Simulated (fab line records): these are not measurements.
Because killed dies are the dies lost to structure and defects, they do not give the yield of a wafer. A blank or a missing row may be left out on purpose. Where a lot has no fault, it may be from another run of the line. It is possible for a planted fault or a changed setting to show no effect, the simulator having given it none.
Comparing a struck lot with a sound one -- flow sky130 -- 20 steps out of a route of 708
Sound: wafers L217.1, L217.3, L217.4. The struck wafers were L234.1, L234.2, L234.4. The cause comes at the end.
Order at every step that has rows: each side's tool, ch and its chambers, its first start. Under that, the readings that differ: sound wafers -- struck wafers -- difference of the means -- sigmas: that difference in standard deviations of wafers without a fault.
alike: same words and numbers on both sides, and readings whose means sit less than 2 such deviations apart. not compared: any withheld reading, any reading some wafer has no value for, any bound like >300 that may hide the same value, and any number with overlapping values for which the record gives no deviation.
Wherever a step has rows on one side only, a row that says differs or no value, or a row with sigmas, the two part there. Numbers that have no deviation but don't overlap get no sigmas and don't part them. Lack of a reading on every wafer of one side parts them only where that side has two or more wafers.

SKY_POLY_GATE_CD_MEAS_22:
  struck on cdSem-01, day 24 05:05; sound on cdSem-01, day 18 10:40
  alike: cdNm
then, 7 steps without rows for these wafers: SKY_LDD_N_DEHYDRATE_00 (time 60 s); SKY_LDD_N_HMDS_01 (prime time 60 s); SKY_LDD_N_COAT_02 (resist thk 300 nm); SKY_LDD_N_SOFTBAKE_03 (time 60 s); SKY_LDD_N_EXPOSE_04 (exposes mask NTM, target cd 840 nm); SKY_LDD_N_PEB_05; SKY_LDD_N_DEVELOP_06 (develop time 60 s).
SKY_LDD_N_OVL_MEAS_07:
  struck on overlay-01, day 25 10:07; sound on overlay-02, day 19 17:57
reading,sound,struck,difference,sigmas
LDD_N_OVL (nm),-1.9 -2.9 -3.0,0.2 0.3 1.7,+3.3,+2
then, 3 steps without rows for these wafers: SKY_LDD_N_IMPLANT_08; SKY_LDD_N_IMPLANT_09; SKY_LDD_N_IMPLANT_10.
SKY_LDD_N_IMPLANT_11:
  sound on implanter-02 ch 0, day 19 18:26; struck on implanter-02 ch 0, day 25 10:36
reading,sound,struck,difference,sigmas
beamOnS (s),10.05 10.31 10.03,12.36 11.80 12.10,+1.96,+9
doseIonsCm2,7.497e+13 7.495e+13 7.5e+13,1.217e+14 1.2163e+14 1.2159e+14,+4.667e+13,+99 or more
faradayCurrentUA,422 410 422,555 577 566,+148,+16
then, 4 steps without rows for these wafers: SKY_LDD_N_IMPLANT_12; SKY_LDD_N_IMPLANT_13; SKY_LDD_N_IMPLANT_14; SKY_LDD_N_IMPLANT_15.
SKY_LDD_N_STRIP_16: strips in O2/N2.
  sound on plasmaAsher-02 ch 0,1, day 19 19:11; struck on plasmaAsher-04 ch 0,1, day 25 11:21
reading,sound,struck,difference,sigmas
stripTimeToEndpointS (s),4.286 4.303 4.298,4.424 4.450 4.435,+0.141,+9
  alike: drypumpMotorCurrentA, oesProductAu
  not compared: rfHoursCounterH
SKY_LDD_N_TW_MEAS_17:
  struck on filmMetro-02, day 25 11:27; sound on filmMetro-02, day 19 19:17
reading,sound,struck,difference,sigmas
LDD_N_TW,2614 2596 2602,2660 2673 2654,+58,+3
  not compared: hold
-- here the record skips 25 days between the struck wafers' starts before and after, leaving off in module LDD_N and picking up in module PAD_OPEN (first step shown: number 708 of the route) --
SKY_PAD_OPEN_PROBE_99:
  struck on prober-01, day 50 14:49; sound on prober-02, day 47 05:05
reading,sound,struck,difference,sigmas
model.etest.tipN.rsOhmSq,439 438.5 436.6,406.8 407.1 407.4,-30.9,
  alike: killed_at_M0_to_M3, killed_at_M4_up, killedAtContacts, killedAtFrontEnd, killedAtOther, killedDies, killedOpen, killedShort

== WHERE THEY PART ==
At SKY_LDD_N_OVL_MEAS_07 first; at SKY_LDD_N_TW_MEAS_17 last (within this record only). Later steps at which nothing parts them and some readings are alike: SKY_PAD_OPEN_PROBE_99.

WHY: what the simulator had put in
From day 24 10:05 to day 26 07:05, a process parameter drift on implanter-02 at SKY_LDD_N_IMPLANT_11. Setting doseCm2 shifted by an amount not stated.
